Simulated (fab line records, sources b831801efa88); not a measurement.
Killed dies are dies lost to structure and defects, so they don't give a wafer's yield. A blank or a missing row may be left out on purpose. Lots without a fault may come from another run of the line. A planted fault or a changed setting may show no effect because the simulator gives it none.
Which tool did it? | flow sky130 | 6 lots, 18 wafers sampled, at 1 step of a route of 708

WHAT THE GAUGES READ, wafer by wafer
SKY_LDD_N_OVL_MEAS_07.
lot  | measured     | on         | LDD_N_OVL (nm)
L455 | day 19 02:37 | overlay-02 | 0.3 3.3 0.3
L458 | day 20 02:09 | overlay-01 | 0.6 -1.4 -1.9
L463 | day 21 18:14 | overlay-01 | -1.5 1.1 0.5
L468 | day 23 11:11 | overlay-01 | -0.5 -0.1 -1.3
L473 | day 25 10:38 | overlay-02 | 0.1 0.0 1.6
L475 | day 25 17:57 | overlay-01 | -0.3 -0.1 0.0

WHICH TOOL RAN EACH LOT (tool, then ch and the chambers of the sampled wafers, then the start)
The record holds no process step before these readings.

THE ANSWER, worked out from the rows above alone
Rule: what is usual is taken from the lots themselves. Put in order of their means at a reading, lots are off if they are a third of the lots or fewer, leave a main group of 4 or more, and stand apart from it by a gap of 3 or more times the standard deviation of the main group's means; of several such gaps the widest counts. A main group whose means are all the same, to the digits that the tables above print for the reading, isn't used. A lot without any number at a reading at which 4 lots or more have one is off too. The other lots that the step has rows for count as sound.
No lot is off at any reading shown: from this, nothing can be told.

WHAT THE SIMULATOR HAD PUT IN
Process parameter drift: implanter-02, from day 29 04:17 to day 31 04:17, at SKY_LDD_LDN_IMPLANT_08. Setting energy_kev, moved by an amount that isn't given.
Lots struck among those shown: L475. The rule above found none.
